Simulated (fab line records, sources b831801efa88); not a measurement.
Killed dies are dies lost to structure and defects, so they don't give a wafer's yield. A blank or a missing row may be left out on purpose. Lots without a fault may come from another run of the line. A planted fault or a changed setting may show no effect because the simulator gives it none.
Which tool did it? | flow gf180mcu | 6 lots, 18 wafers sampled, at 4 steps of a route of 602

WHAT THE GAUGES READ, wafer by wafer
GF_TOP_METAL_THK_MEAS_06: measures by xrf.
lot  | measured     | on            | TOP_METAL_ALCU_THK (nm)
L202 | day 27 17:30 | film_metro-02 | 888 886 885
L204 | day 28 10:16 | film_metro-02 | 894 899 898
L212 | day 31 01:14 | film_metro-02 | 891 889 888
L217 | day 32 08:27 | film_metro-02 | 885 878 885
L220 | day 33 00:45 | film_metro-01 | 898 892 891
L223 | day 33 16:25 | film_metro-01 | 908 903 901

WHICH TOOL RAN EACH LOT (tool, then ch and the chambers of the sampled wafers, then the start)
lot  | GF_M3_SPUTTER_03             | GF_V4_SPUTTER_22             | GF_MIM_SPUTTER_04
L202 | pvd_sputter-02, day 20 20:39 | pvd_sputter-04, day 24 22:17 | pvd_sputter-03, day 24 23:06
L204 | pvd_sputter-01, day 21 15:22 | pvd_sputter-04, day 25 16:19 | pvd_sputter-02, day 25 17:11
L212 | pvd_sputter-03, day 24 18:10 | pvd_sputter-01, day 28 12:03 | pvd_sputter-02, day 28 12:52
L217 | pvd_sputter-02, day 26 08:46 | pvd_sputter-01, day 29 21:19 | pvd_sputter-03, day 29 22:08
L220 | pvd_sputter-01, day 27 06:03 | pvd_sputter-01, day 30 15:46 | pvd_sputter-02, day 30 16:46
L223 | pvd_sputter-03, day 28 00:22 | pvd_sputter-04, day 31 10:34 | pvd_sputter-03, day 31 11:23
- GF_M3_SPUTTER_03: material Ti, target thk 10 nm, time 6.7 s.
- GF_V4_SPUTTER_22: material TiN, target thk 10 nm, time 40 s.
- GF_MIM_SPUTTER_04: material TiN, target thk 50 nm, time 41.7 s.

THE ANSWER, worked out from the rows above alone
Rule: what is usual is taken from the lots themselves. Put in order of their means at a reading, lots are off if they are a third of the lots or fewer, leave a main group of 4 or more, and stand apart from it by a gap of 3 or more times the standard deviation of the main group's means; of several such gaps the widest counts. A main group whose means are all the same, to the digits that the tables above print for the reading, isn't used. A lot without any number at a reading at which 4 lots or more have one is off too. The other lots that the step has rows for count as sound.
No lot is off at any reading shown: from this, nothing can be told.

WHAT THE SIMULATOR HAD PUT IN
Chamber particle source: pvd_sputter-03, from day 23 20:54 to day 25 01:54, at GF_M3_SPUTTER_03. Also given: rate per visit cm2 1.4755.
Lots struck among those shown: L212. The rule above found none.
